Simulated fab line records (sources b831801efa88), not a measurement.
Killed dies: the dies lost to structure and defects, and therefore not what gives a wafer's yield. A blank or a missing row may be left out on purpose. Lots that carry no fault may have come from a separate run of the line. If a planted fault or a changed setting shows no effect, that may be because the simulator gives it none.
Matching of chambers / flow sky130 / 4 sister chambers for SKY_FIELD_ISO_ETCH_17 on rie si-02
The step etches Si in HBr/Cl2/O2, target depth 342 nm, time 97.7 s. 14 wafers are shown with their chamber, then 7 later ones without.

## WAFERS, EACH WITH ITS CHAMBER
wafer=L121.4; chamber=0; drypump motor current A (A)=5.2; oes product au (a.u.)=1.006; throttle valve pct (%)=25.635
wafer=L121.5; chamber=2; drypump motor current A (A)=5.6; oes product au (a.u.)=0.986; throttle valve pct (%)=25.669
wafer=L121.6; chamber=3; drypump motor current A (A)=6.3; oes product au (a.u.)=0.986; throttle valve pct (%)=25.682
wafer=L124.1; chamber=1; drypump motor current A (A)=5.6; oes product au (a.u.)=0.994; throttle valve pct (%)=25.653
wafer=L124.4; chamber=0; drypump motor current A (A)=5.2; oes product au (a.u.)=1.024; throttle valve pct (%)=25.638
wafer=L124.5; chamber=1; drypump motor current A (A)=5.6; oes product au (a.u.)=0.992; throttle valve pct (%)=25.654
wafer=L128.2; chamber=3; drypump motor current A (A)=6.3; oes product au (a.u.)=0.988; throttle valve pct (%)=25.667
wafer=L128.4; chamber=1; drypump motor current A (A)=5.6; oes product au (a.u.)=0.990; throttle valve pct (%)=25.657
wafer=L128.6; chamber=3; drypump motor current A (A)=6.3; oes product au (a.u.)=1.004; throttle valve pct (%)=25.648
wafer=L135.1; chamber=0; drypump motor current A (A)=5.3; oes product au (a.u.)=0.999; throttle valve pct (%)=25.681
wafer=L135.4; chamber=2; drypump motor current A (A)=5.6; oes product au (a.u.)=0.972; throttle valve pct (%)=25.669
wafer=L135.6; chamber=3; drypump motor current A (A)=6.3; oes product au (a.u.)=0.981; throttle valve pct (%)=25.656
wafer=L137.1; chamber=0; drypump motor current A (A)=5.2; oes product au (a.u.)=1.004; throttle valve pct (%)=25.666
wafer=L137.4; chamber=3; drypump motor current A (A)=6.3; oes product au (a.u.)=0.985; throttle valve pct (%)=25.658

SIGNATURES, as means of the wafers listed above
reading=drypump motor current A; chamber 0=5.225; chamber 1=5.600; chamber 2=5.600; chamber 3=6.300; scatter within a chamber=0.0274
reading=oes product au; chamber 0=1.00825; chamber 1=0.99200; chamber 2=0.97900; chamber 3=0.98880; scatter within a chamber=0.00882
reading=throttle valve pct; chamber 0=25.65500; chamber 1=25.65467; chamber 2=25.66900; chamber 3=25.66220; scatter within a chamber=0.0147
Rule: a wafer's distance from a chamber is the root of the sum, over the readings, of the square of ((its reading less the chamber's mean) divided by the reading's scatter). The wafer belongs to the nearest chamber; if the next one is less than 2 further off, it can't be placed. How the scatter is found: for the shown wafers, subtract from each reading the mean of its chamber, square and add these, divide the total by (wafers less chambers), then take the root.

## WAFERS WHOSE CHAMBER IS MISSING
wafer=L137.6; drypump motor current A (A)=5.2; oes product au (a.u.)=0.994; throttle valve pct (%)=25.657
wafer=L139.2; drypump motor current A (A)=5.6; oes product au (a.u.)=0.989; throttle valve pct (%)=25.660
wafer=L139.5; drypump motor current A (A)=5.6; oes product au (a.u.)=0.998; throttle valve pct (%)=25.668
wafer=L139.6; drypump motor current A (A)=5.2; oes product au (a.u.)=1.006; throttle valve pct (%)=25.659
wafer=L140.2; drypump motor current A (A)=5.6; oes product au (a.u.)=0.971; throttle valve pct (%)=25.668
wafer=L140.3; drypump motor current A (A)=5.6; oes product au (a.u.)=1.008; throttle valve pct (%)=25.650
wafer=L140.5; drypump motor current A (A)=6.2; oes product au (a.u.)=0.983; throttle valve pct (%)=25.667

## WHICH CHAMBER EACH WENT THROUGH
wafer=L137.6; from the rows above=0; in truth=0
wafer=L139.2; from the rows above=can't be placed: 1 or 2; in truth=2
wafer=L139.5; from the rows above=can't be placed: 1 or 2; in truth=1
wafer=L139.6; from the rows above=0; in truth=0
wafer=L140.2; from the rows above=can't be placed: 2 or 1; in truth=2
wafer=L140.3; from the rows above=can't be placed: 1 or 2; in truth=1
wafer=L140.5; from the rows above=3; in truth=3
Placed correctly: 3 of 7. Not placeable from these rows: 4 (in 4, the candidates include the true chamber). Number placed wrongly: 0.
